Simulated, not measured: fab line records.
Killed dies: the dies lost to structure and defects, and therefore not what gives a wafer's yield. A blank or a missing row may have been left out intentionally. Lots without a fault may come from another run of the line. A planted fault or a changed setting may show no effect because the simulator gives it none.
A struck lot beside a sound one | flow gf180mcu | 14 out of 602 route steps
Sound: wafers L748.2, L748.5, L748.6. The struck wafers were L738.1, L738.2, L738.5. The cause is named last.
Each step with rows lists, per side, the tool, then ch with its chambers, then its first start. Under that, the readings that differ: sound wafers | struck wafers | difference of the means | sigmas: that difference in standard deviations of wafers without a fault.
alike: same words and numbers on both sides, and readings whose means sit less than 2 such deviations apart. not compared: any withheld reading, any reading some wafer has no value for, any bound like >300 that may hide the same value, and any number with overlapping values for which the record gives no deviation.
A row with sigmas, a row that says differs or no value, or rows on one side alone: a step with any of these is where the two part. Numbers that have no deviation but don't overlap get no sigmas and don't part them. A reading that every wafer of one side lacks parts them only if that side has two wafers or more.

GF_TOP_METAL_STRIP_17: strips in O2/N2.
  sound on plasma asher-03 ch 0,1, day 32 19:10; struck on plasma asher-02 ch 0,1, day 30 07:38
  alike: drypump motor current A, heater power w, oes product au, strip time to endpoint s
  not compared: rf hours counter h
then, 2 steps without rows for these wafers: GF_TOP_METAL_STRIP_18 (strips in post etch residue remover, time 1200 s); GF_TOP_METAL_CLEAN_19 (cleans in DIW).
GF_PASSIVATION_CVD_00: deposits SiO2 from TEOS, target thk 1000 nm, time 111.95 s.
  sound on pecvd-04 ch 0,2, day 32 19:41; struck on pecvd-04 ch 0,1, day 30 08:13
  alike: heater power w
GF_PASSIVATION_THK_MEAS_01:
  struck on film metro-01, day 30 08:17; sound on film metro-01, day 32 19:47
  alike: PASSIVATION_CVD_00_THK
GF_PASSIVATION_CVD_02: deposits Si3N4, target thk 700 nm, time 486.18 s.
  sound on pecvd-01 ch 1,2, day 32 19:50; struck on pecvd-01 ch 0,1, day 30 08:21
  alike: heater power w
GF_PASSIVATION_THK_MEAS_03:
  struck on film metro-04, day 30 08:38; sound on film metro-04, day 32 20:16
  alike: PASSIVATION_CVD_02_THK
then, 5 steps without rows for these wafers: GF_PASSIVATION_DEHYDRATE_04 (time 60 s); GF_PASSIVATION_HMDS_05 (prime time 60 s); GF_PASSIVATION_COAT_06 (resist thk 4000 nm); GF_PASSIVATION_SOFTBAKE_07; GF_PASSIVATION_EXPOSE_08 (exposes mask Pad, target cd 40000 nm).
GF_PASSIVATION_PEB_09:
  sound on litho track-04 ch 0, day 33 10:00; struck on litho track-04, day 31 02:00
  no value came back on the struck wafers for chill plate temp C (C), exhaust pa (Pa), heater power total W (W); on the sound wafers chill plate temp C (C) reads 23.11 23.00 23.11
then, 1 step without rows for these wafers: GF_PASSIVATION_DEVELOP_10 (develop time 60 s).

## WHERE THEY PART
GF_PASSIVATION_PEB_09 only, going by this record.

WHY: what the simulator had put in
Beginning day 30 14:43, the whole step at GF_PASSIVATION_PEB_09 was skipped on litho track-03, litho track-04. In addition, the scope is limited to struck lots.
